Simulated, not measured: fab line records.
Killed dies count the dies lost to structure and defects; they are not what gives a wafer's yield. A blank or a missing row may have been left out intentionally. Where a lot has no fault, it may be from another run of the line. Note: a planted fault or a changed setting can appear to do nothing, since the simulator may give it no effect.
Which tool is to blame? ; flow sky130 ; 12 lots with 36 wafers sampled at 4 steps, on a route of 708 steps

WHAT THE GAUGES SHOWED, per wafer
SKY_NWELL_TW_MEAS_15.
lot;measured;on;NWELL_TW
L266;day 4 12:43;filmMetro-03;1822 1805 1811
L268;day 5 01:45;filmMetro-03;1820 1830 1833
L269;day 5 10:59;filmMetro-02;1824 1808 1812
L270;day 5 17:29;filmMetro-04;1809 1800 1810
L271;day 5 20:40;filmMetro-03;1809 1824 1821
L272;day 6 01:34;filmMetro-02;1815 1812 1799
L274;day 6 15:12;filmMetro-02;1818 1817 1812
L278;day 7 19:28;filmMetro-03;1829 1837 1824
L281;day 8 06:09;filmMetro-03;1828 1820 1816
L282;day 8 12:26;filmMetro-02;1800 1802 1794
L283;day 8 15:18;filmMetro-04;1825 1818 1833
L287;day 9 14:46;filmMetro-04;1814 1821 1811

WHICH TOOL RAN EACH LOT (tool, then ch and the chambers of the sampled wafers, then the start)
lot;SKY_FIELD_ISO_STRIP_16;SKY_FIELD_ISO_ETCH_17;SKY_DNWELL_STRIP_08
L266;plasmaAsher-03 ch 0,1, day 2 05:08;rieSi-01 ch 2,3, day 2 05:12;plasmaAsher-01 ch 0,1, day 3 03:31
L268;plasmaAsher-02 ch 0,1, day 2 15:53;rieSi-01 ch 0,1,2, day 2 15:59;plasmaAsher-04 ch 0,1, day 3 15:07
L269;plasmaAsher-03 ch 0,1, day 2 21:03;rieSi-02 ch 0,2,3, day 2 21:09;plasmaAsher-04 ch 0,1, day 3 23:37
L270;plasmaAsher-01 ch 0,1, day 3 04:35;rieSi-01 ch 1,2, day 3 04:38;plasmaAsher-04 ch 0,1, day 4 06:00
L271;plasmaAsher-01 ch 0,1, day 3 07:07;rieSi-02 ch 0,1, day 3 07:13;plasmaAsher-02 ch 0,1, day 4 09:16
L272;plasmaAsher-03 ch 0,1, day 3 11:50;rieSi-01 ch 1,2,3, day 3 11:54;plasmaAsher-01 ch 0,1, day 4 13:16
L274;plasmaAsher-01 ch 0,1, day 3 23:31;rieSi-01 ch 1,2,3, day 3 23:37;plasmaAsher-02 ch 0,1, day 5 02:16
L278;plasmaAsher-02 ch 0,1, day 4 21:26;rieSi-01 ch 2,3, day 4 21:30;plasmaAsher-02 ch 0,1, day 6 03:54
L281;plasmaAsher-03 ch 0,1, day 5 10:16;rieSi-02 ch 0,1,2, day 5 10:22;plasmaAsher-04 ch 0, day 6 13:28
L282;plasmaAsher-02 ch 0,1, day 5 16:21;rieSi-02 ch 0,2,3, day 5 16:27;plasmaAsher-01 ch 0,1, day 6 19:34
L283;plasmaAsher-01 ch 0,1, day 5 21:28;rieSi-01 ch 1,2, day 5 21:34;plasmaAsher-01 ch 0,1, day 6 22:17
L287;plasmaAsher-01 ch 0,1, day 6 18:07;rieSi-02 ch 0,3, day 6 18:13;plasmaAsher-02 ch 0,1, day 7 21:58
- SKY_FIELD_ISO_STRIP_16: strips in O2/N2.
- SKY_FIELD_ISO_ETCH_17: etches Si in HBr/Cl2/O2, target depth 342 nm, time 97.7 s.
- SKY_DNWELL_STRIP_08: strips in O2/N2.

AS READ BY THE TOOLS THEMSELVES (means over the sampled wafers that have a number; for cases with no such wafer, the mark the record gives instead)
SKY_FIELD_ISO_STRIP_16.
lot;tool;drypumpMotorCurrentA (A);oesProductAu (a.u.);stripTimeToEndpointS (s)
L266;plasmaAsher-03;5.35;0.379;3.563
L268;plasmaAsher-02;5.60;0.376;3.532
L269;plasmaAsher-03;5.33;0.379;3.544
L270;plasmaAsher-01;5.94;0.380;3.577
L271;plasmaAsher-01;5.76;0.375;3.546
L272;plasmaAsher-03;5.35;0.381;3.560
L274;plasmaAsher-01;5.93;0.378;3.555
L278;plasmaAsher-02;5.62;0.383;3.556
L281;plasmaAsher-03;5.34;0.381;3.564
L282;plasmaAsher-02;5.60;0.375;3.530
L283;plasmaAsher-01;5.75;0.377;3.581
L287;plasmaAsher-01;5.75;0.379;3.532

SKY_FIELD_ISO_ETCH_17.
lot;tool;biasW (W);drypumpMotorCurrentA (A);oesProductAu (a.u.);throttleValvePct (%)
L266;rieSi-01;150.0;5.7;1.011;25.656
L268;rieSi-01;149.9;5.5;1.007;25.651
L269;rieSi-02;149.8;5.6;1.001;25.657
L270;rieSi-01;150.0;5.1;1.016;25.645
L271;rieSi-02;150.3;5.8;1.003;25.658
L272;rieSi-01;149.8;5.4;1.012;25.651
L274;rieSi-01;150.0;5.4;1.002;25.639
L278;rieSi-01;149.9;5.7;1.008;25.656
L281;rieSi-02;150.3;5.8;1.004;25.654
L282;rieSi-02;149.4;5.5;1.006;25.654
L283;rieSi-01;159.1;5.1;1.021;25.649
L287;rieSi-02;149.4;5.3;0.993;25.666

SKY_DNWELL_STRIP_08.
lot;tool;drypumpMotorCurrentA (A);oesProductAu (a.u.);stripTimeToEndpointS (s)
L266;plasmaAsher-01;5.76;0.723;36.88
L268;plasmaAsher-04;5.79;0.722;36.86
L269;plasmaAsher-04;5.78;0.724;36.94
L270;plasmaAsher-04;5.78;0.718;36.75
L271;plasmaAsher-02;5.61;0.718;37.01
L272;plasmaAsher-01;5.75;0.726;37.11
L274;plasmaAsher-02;5.55;0.721;36.78
L278;plasmaAsher-02;5.59;0.721;37.03
L281;plasmaAsher-04;5.80;0.726;36.90
L282;plasmaAsher-01;5.75;0.718;36.91
L283;plasmaAsher-01;5.92;0.720;36.93
L287;plasmaAsher-02;5.59;0.724;36.88

THE ANSWER, worked out from the rows above alone
Rule: what is usual is taken from the lots themselves. Put in order of their means at a reading, lots are off if they are a third of the lots or fewer, leave a main group of 4 or more, and stand apart from it by a gap of 3 or more times the standard deviation of the main group's means; of several such gaps the widest counts. If all means in a main group match to the digits the tables above print for the reading, that group is not used. Also off: a lot with no number at a reading for which 4 or more lots have one. The other lots that the step has rows for count as sound. First the gauges in route order, then the tools' own readings, where a lot's mean is used as printed above. At the first step where some lot is off, the reading lying furthest off is the one used; lots without a number count as furthest.
Off: L283, at SKY_FIELD_ISO_ETCH_17 (biasW). Main group: mean 149.9 W, sd 0.28.
If a tool, at that step or one of the process steps before it, ran each lot that is off and ran no sound lot following the first of them, it fits. One candidate fits, namely rieSi-01 at SKY_FIELD_ISO_ETCH_17. A fault onset in the window from L278 (day 4 21:30, its last sound lot) to L283 (day 5 21:34, its first lot off) fits.
The tool's own readings at SKY_FIELD_ISO_ETCH_17 bear it out: on the lots that are off they differ by more than 5 times the standard deviation of the sound lots' means. biasW reads 159.1 W there against 149.9 W on the sound lots.

WHAT THE SIMULATOR PUT IN
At SKY_FIELD_ISO_ETCH_17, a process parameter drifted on rieSi-01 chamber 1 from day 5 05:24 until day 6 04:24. From 150, the setting biasW moved by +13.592. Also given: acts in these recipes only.
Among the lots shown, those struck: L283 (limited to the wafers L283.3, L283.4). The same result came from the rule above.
